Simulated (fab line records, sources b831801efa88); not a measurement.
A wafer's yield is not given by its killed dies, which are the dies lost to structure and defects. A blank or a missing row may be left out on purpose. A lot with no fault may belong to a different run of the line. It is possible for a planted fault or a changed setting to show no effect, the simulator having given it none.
What tool caused it? + flow sky130 + 11 lots, 33 wafers sampled, at 4 steps of a route of 708

## WHAT THE GAUGES READ, wafer by wafer
SKY_PASSIVATION_THK_MEAS_03. Usual: for PASSIVATION_CVD_02_THK the level is 536 nm and the standard deviation is 7.4.
| lot  | measured     | on            | PASSIVATION_CVD_02_THK (nm) | flag |
|------|--------------|---------------|-----------------------------|------|
| L936 | day 44 01:09 | film-metro-02 | 530 537 533                 |      |
| L937 | day 44 02:05 | film-metro-02 | 536 537 538                 |      |
| L939 | day 44 21:28 | film-metro-02 | 533 541 547                 |      |
| L942 | day 45 21:15 | film-metro-03 | 545 547 555                 |      |
| L943 | day 46 06:01 | film-metro-01 | 529 531 540                 |      |
| L947 | day 47 08:32 | film-metro-01 | 525 531 526                 |      |
| L948 | day 47 10:16 | film-metro-03 | 522 521 531                 |      |
| L953 | day 48 11:53 | film-metro-02 | 536 542 546                 |      |
| L954 | day 48 19:50 | film-metro-03 | 541 537 536                 |      |
| L955 | day 48 20:31 | film-metro-02 | 536 542 536                 |      |
| L957 | day 49 02:58 | film-metro-01 | 533 537 539                 |      |

## EACH LOT AND THE TOOL THAT RAN IT (in order: tool; ch and the chambers of the sampled wafers; start)
| lot  | SKY_METAL4_ETCH_16                | SKY_METAL5_METAL_ETCH_15          | SKY_PASSIVATION_CVD_02          |
|------|-----------------------------------|-----------------------------------|---------------------------------|
| L936 | rie-metal-04 ch 0,1, day 41 23:34 | rie-metal-04 ch 0, day 43 23:44   | pecvd-01 ch 0,2, day 44 00:55   |
| L937 | rie-metal-04 ch 0,1, day 42 00:08 | rie-metal-01 ch 0,1, day 44 00:55 | pecvd-02 ch 0,1,2, day 44 01:52 |
| L939 | rie-metal-03 ch 0,1, day 42 19:31 | rie-metal-04 ch 1, day 44 19:43   | pecvd-02 ch 0,2, day 44 21:14   |
| L942 | rie-metal-04 ch 0, day 43 21:35   | rie-metal-04 ch 0,1, day 45 20:05 | pecvd-02 ch 0,2, day 45 21:01   |
| L943 | rie-metal-02 ch 0,1, day 44 06:50 | rie-metal-03 ch 0,1, day 46 04:49 | pecvd-01 ch 0,2, day 46 05:47   |
| L947 | rie-metal-04 ch 0,1, day 45 10:51 | rie-metal-03 ch 0,1, day 47 07:27 | pecvd-03 ch 1,2, day 47 08:17   |
| L948 | rie-metal-02 ch 0,1, day 45 14:04 | rie-metal-01 ch 0,1, day 47 09:07 | pecvd-03 ch 1,2, day 47 10:03   |
| L953 | rie-metal-03 ch 1, day 46 16:20   | rie-metal-04 ch 1, day 48 10:35   | pecvd-02 ch 0,1, day 48 11:39   |
| L954 | rie-metal-03 ch 0,1, day 47 00:31 | rie-metal-01 ch 0,1, day 48 18:43 | pecvd-02 ch 1,2, day 48 19:37   |
| L955 | rie-metal-04 ch 1, day 47 00:52   | rie-metal-04 ch 1, day 48 19:02   | pecvd-01 ch 0,2, day 48 20:17   |
| L957 | rie-metal-02 ch 0,1, day 47 08:24 | rie-metal-04 ch 0,1, day 49 01:53 | pecvd-01 ch 1,2, day 49 02:43   |
- SKY_METAL4_ETCH_16: etches BARC in N2/H2, stops on SiO2, time 88.2 s, target depth 60 nm.
- SKY_METAL5_METAL_ETCH_15: etches the open film in Cl2/BCl3, stops on SiO2, target depth 1260 nm, time 252 s.
- SKY_PASSIVATION_CVD_02: deposits Si3N4, target thk 540 nm.

## WHAT THE TOOLS THEMSELVES READ (means of the sampled wafers that have a number; where no wafer has one, the mark that the record gives instead)
SKY_METAL4_ETCH_16. Usual: chamber-pressure-mTorr 30.000 mTorr, standard deviation 0.029; drypump-motor-current-A 5.7 A, standard deviation 0.46; oes-product-au 0.625 a.u., standard deviation 0.0047; rf-fwd-power-W 496.7 W, standard deviation 1.8; throttle-valve-pct 13.204 %, standard deviation 0.0094.
| lot  | tool         | chamber-pressure-mTorr (mTorr) | drypump-motor-current-A (A) | oes-product-au (a.u.) | rf-fwd-power-W (W) | throttle-valve-pct (%) | flag |
|------|--------------|--------------------------------|-----------------------------|-----------------------|--------------------|------------------------|------|
| L936 | rie-metal-04 | 29.999                         | 6.0                         | 0.623                 | 496.4              | 13.199                 |      |
| L937 | rie-metal-04 | 30.009                         | 6.0                         | 0.625                 | 497.6              | 13.211                 |      |
| L939 | rie-metal-03 | 30.013                         | 5.8                         | 0.627                 | 499.0              | 13.201                 |      |
| L942 | rie-metal-04 | 30.011                         | 6.1                         | 0.628                 | 497.3              | 13.209                 |      |
| L943 | rie-metal-02 | 29.964                         | 5.1                         | 0.627                 | 497.3              | 13.206                 |      |
| L947 | rie-metal-04 | 30.002                         | 6.1                         | 0.630                 | 496.6              | 13.201                 |      |
| L948 | rie-metal-02 | 30.019                         | 5.1                         | 0.622                 | 498.6              | 13.210                 |      |
| L953 | rie-metal-03 | 29.982                         | 5.9                         | 0.626                 | 495.2              | 13.216                 |      |
| L954 | rie-metal-03 | 29.989                         | 5.8                         | 0.625                 | 497.8              | 13.209                 |      |
| L955 | rie-metal-04 | 30.028                         | 6.0                         | 0.625                 | 494.8              | 13.204                 |      |
| L957 | rie-metal-02 | 30.000                         | 5.1                         | 0.627                 | 497.0              | 13.198                 |      |

SKY_METAL5_METAL_ETCH_15. Usual: chamber-pressure-mTorr 10.001 mTorr, standard deviation 0.0085; drypump-motor-current-A 5.9 A, standard deviation 0.4; oes-product-au 0.891 a.u., standard deviation 0.0048; rf-fwd-power-W 897.3 W, standard deviation 2.7; throttle-valve-pct 22.265 %, standard deviation 0.009.
| lot  | tool         | chamber-pressure-mTorr (mTorr) | drypump-motor-current-A (A) | oes-product-au (a.u.) | rf-fwd-power-W (W) | throttle-valve-pct (%) | flag |
|------|--------------|--------------------------------|-----------------------------|-----------------------|--------------------|------------------------|------|
| L936 | rie-metal-04 | 10.009                         | 6.1                         | 0.888                 | 895.9              | 22.266                 |      |
| L937 | rie-metal-01 | 10.008                         | 5.6                         | 0.888                 | 897.2              | 22.264                 |      |
| L939 | rie-metal-04 | 10.001                         | 6.0                         | 0.896                 | 892.3              | 22.259                 |      |
| L942 | rie-metal-04 | 10.006                         | 6.0                         | 0.891                 | 894.8              | 22.259                 |      |
| L943 | rie-metal-03 | 10.005                         | 5.8                         | 0.895                 | 896.5              | 22.269                 |      |
| L947 | rie-metal-03 | 10.010                         | 5.7                         | 0.892                 | 898.6              | 22.263                 |      |
| L948 | rie-metal-01 | 10.006                         | 5.6                         | 0.887                 | 898.7              | 22.265                 |      |
| L953 | rie-metal-04 | 9.995                          | 6.0                         | 0.890                 | 895.9              | 22.252                 |      |
| L954 | rie-metal-01 | 10.001                         | 6.0                         | 0.892                 | 898.4              | 22.261                 |      |
| L955 | rie-metal-04 | 10.005                         | 6.0                         | 0.891                 | 897.4              | 22.258                 |      |
| L957 | rie-metal-04 | 10.002                         | 6.0                         | 0.894                 | 899.1              | 22.250                 |      |

SKY_PASSIVATION_CVD_02. Usual: heater-power-w 689 W, standard deviation 86; rf-fwd-power-W 449.1 W, standard deviation 1.2.
| lot  | tool     | heater-power-w (W) | rf-fwd-power-W (W) | flag |
|------|----------|--------------------|--------------------|------|
| L936 | pecvd-01 | 715                | 449.8              |      |
| L937 | pecvd-02 | 655                | 449.5              |      |
| L939 | pecvd-02 | 643                | 448.2              |      |
| L942 | pecvd-02 | 615                | 449.8              |      |
| L943 | pecvd-01 | 740                | 448.1              |      |
| L947 | pecvd-03 | 697                | 449.9              |      |
| L948 | pecvd-03 | 807                | 449.7              |      |
| L953 | pecvd-02 | 643                | 449.0              |      |
| L954 | pecvd-02 | 686                | 449.1              |      |
| L955 | pecvd-01 | 746                | 447.7              |      |
| L957 | pecvd-01 | 785                | 449.6              |      |

## THE ANSWER, worked out from the rows above alone
Rule: a lot counts as off when the mean over its wafers that have a number is more than 3 standard deviations away from the usual mean. Also off: a lot with no number at a reading for which 4 or more lots have one. The other lots that the step has rows for count as sound. The gauges are gone through in route order, then the tools' own readings, and for those a lot's mean is taken as printed above. At the first step where some lot is off, the reading lying furthest off is the one used; lots without a number count as furthest.
No lot is off on any of the readings shown, so nothing can be concluded from this.

## WHAT HAD BEEN PUT IN BY THE SIMULATOR
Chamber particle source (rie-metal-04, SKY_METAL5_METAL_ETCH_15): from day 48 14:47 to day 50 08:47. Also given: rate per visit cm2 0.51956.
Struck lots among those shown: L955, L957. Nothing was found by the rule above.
